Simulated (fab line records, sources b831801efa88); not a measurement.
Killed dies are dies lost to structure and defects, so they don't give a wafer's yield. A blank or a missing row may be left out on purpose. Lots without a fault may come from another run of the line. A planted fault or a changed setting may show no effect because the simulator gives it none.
Chamber matching | flow sky130 | SKY_VIA1_CMP_02 on cmp-01: 4 sister chambers
The step polishes SiO2. 8 wafers are shown with their chamber, then 7 later ones without.

WAFERS WITH THEIR CHAMBER
wafer  | chamber | motor_current_A (A) | edge_zone_pressure_frac
L422.3 | 0       | 14.5                | 1.002
L423.2 | 2       | 12.9                | 1.005
L423.5 | 0       | 14.1                | 0.993
L423.6 | 1       | 14.9                | 1.002
L426.4 | 1       | 14.5                | 1.002
L426.6 | 3       | 12.6                | 1.001
L430.1 | 2       | 12.4                | 0.998
L430.3 | 3       | 13.3                | 0.997

WAFERS WITHOUT THEIR CHAMBER
wafer  | motor_current_A (A) | edge_zone_pressure_frac
L430.5 | 13.0                | 0.993
L431.2 | 13.7                | 1.004
L431.3 | 14.2                | 0.999
L431.6 | 11.5                | 1.013
L436.1 | 15.0                | 1.001
L436.2 | 12.3                | 1.002
L436.4 | 12.1                | 1.003

WHICH CHAMBER EACH WENT THROUGH
wafer  | from the rows above               | in truth
L430.5 | can't be placed: 3 or 2           | 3
L431.2 | can't be placed: 0 or 3 or 1 or 2 | 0
L431.3 | can't be placed: 0 or 1           | 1
L431.6 | can't be placed: 2 or 3           | 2
L436.1 | can't be placed: 1 or 0           | 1
L436.2 | can't be placed: 2 or 3           | 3
L436.4 | can't be placed: 2 or 3           | 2
Placed correctly: 0 of 7. Can't be placed from these rows: 7 (the true chamber is among the candidates in 7). Placed wrongly: 0.
How it was worked out, from the rows above alone: a wafer's distance from a chamber is the root of the sum, over the readings, of the square of ((its reading less the chamber's mean) divided by the reading's scatter). The wafer belongs to the nearest chamber; if the next one is less than 2 further off, it can't be placed. A chamber's mean is the mean of its shown wafers. The scatter: the root of (the sum of the squares of (reading less its chamber's mean) over the shown wafers, divided by (wafers less chambers)).
